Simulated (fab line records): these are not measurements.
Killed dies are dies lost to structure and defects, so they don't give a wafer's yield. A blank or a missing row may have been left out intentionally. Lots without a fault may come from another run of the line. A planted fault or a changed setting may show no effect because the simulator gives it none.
Chamber matching -- flow sky130 -- 4 sister chambers for SKY_VIA3_ETCH_15 on rie_diel-03
The step etches SiO2 in C4F8/O2/Ar, stops on TiN, target depth 507 nm, time 78 s. 4 wafers are shown with their chamber, then 7 later ones without.

## WAFERS WITH THEIR CHAMBER
wafer,chamber,oes_product_au (a.u.)
L317.2,2,0.948
L317.6,0,0.944
L324.2,3,0.954
L324.3,1,0.947

## WAFERS WITHOUT THEIR CHAMBER
wafer,oes_product_au (a.u.)
L324.4,0.941
L329.3,0.950
L329.4,0.940
L329.5,0.938
L331.2,0.946
L331.3,0.947
L331.4,0.952

## THE CHAMBER EACH PASSED THROUGH
wafer,from the rows above,in truth
L324.4,can't be placed: 0 or 1 or 2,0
L329.3,can't be placed: 2 or 1 or 3 or 0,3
L329.4,can't be placed: 0 or 1 or 2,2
L329.5,can't be placed: 0 or 1 or 2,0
L331.2,can't be placed: 1 or 0 or 2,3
L331.3,can't be placed: 1 or 2 or 0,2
L331.4,can't be placed: 3 or 2 or 1 or 0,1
Placed correctly: 0 of 7. Unplaceable from these rows: 7, with the true chamber sitting among the candidates in 6. Wrongly placed: 0.
How it was worked out, from the rows above alone: a wafer's distance from a chamber is the root of the sum, over the readings, of the square of ((its reading less the chamber's mean) divided by the reading's scatter). The wafer belongs to the nearest chamber; if the next one is less than 2 further off, it can't be placed. A chamber's mean is the mean of its shown wafers. The scatter: root of mean squared gap, hidden wafer to nearest shown wafer, with one shown wafer a chamber.
